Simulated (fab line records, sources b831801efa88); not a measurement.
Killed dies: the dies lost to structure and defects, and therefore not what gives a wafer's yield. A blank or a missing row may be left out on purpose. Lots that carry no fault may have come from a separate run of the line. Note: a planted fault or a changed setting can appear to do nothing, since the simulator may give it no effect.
Chamber matching + flow gf180mcu + 4 sister chambers for GF_V5_CMP_04 on cmp-02
The step polishes SiO2. 14 wafers are shown with their chamber, then 7 later ones without.

== WAFERS WITH THEIR CHAMBER ==
| wafer  | chamber | motor current A (A) |
|--------|---------|---------------------|
| L076.3 | 0       | 13.2                |
| L076.4 | 1       | 14.0                |
| L076.6 | 1       | 13.7                |
| L075.1 | 2       | 12.1                |
| L075.5 | 1       | 12.8                |
| L075.6 | 2       | 12.4                |
| L078.2 | 1       | 13.9                |
| L078.4 | 0       | 12.3                |
| L078.5 | 1       | 14.2                |
| L079.1 | 2       | 12.3                |
| L079.4 | 0       | 13.3                |
| L079.6 | 1       | 13.4                |
| L082.2 | 3       | 11.8                |
| L082.4 | 2       | 12.0                |

SIGNATURES (means of the wafers above)
| reading         | chamber 0 | chamber 1 | chamber 2 | chamber 3 | scatter within a chamber |
|-----------------|-----------|-----------|-----------|-----------|--------------------------|
| motor current A | 12.933    | 13.667    | 12.200    | 11.800    | 0.445                    |
Rule: for a wafer and a chamber, the distance is found by dividing, reading by reading, the gap between the wafer's reading and the chamber's mean by the reading's scatter, squaring, summing and taking the root. If the next closest chamber is less than 2 further off than the closest, the wafer can't be placed; otherwise it belongs to the closest. The scatter: take each reading less its chamber's mean, square it, sum over the shown wafers, divide by the number of wafers less the number of chambers, and take the root.

== WAFERS WITH NO CHAMBER GIVEN ==
| wafer  | motor current A (A) |
|--------|---------------------|
| L082.5 | 12.7                |
| L091.3 | 12.1                |
| L091.4 | 13.6                |
| L091.5 | 12.0                |
| L097.1 | 12.5                |
| L097.2 | 12.0                |
| L097.4 | 13.6                |

== CHAMBER TAKEN BY EACH ==
| wafer  | from the rows above               | in truth |
|--------|-----------------------------------|----------|
| L082.5 | can't be placed: 0 or 2 or 3 or 1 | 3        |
| L091.3 | can't be placed: 2 or 3 or 0      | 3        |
| L091.4 | can't be placed: 1 or 0           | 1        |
| L091.5 | can't be placed: 2 or 3 or 0      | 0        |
| L097.1 | can't be placed: 2 or 0 or 3 or 1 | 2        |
| L097.2 | can't be placed: 2 or 3 or 0      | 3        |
| L097.4 | can't be placed: 1 or 0           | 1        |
0 of 7 placed correctly. Can't be placed from these rows: 7 (the true chamber is among the candidates in 7). Placed wrongly: 0.
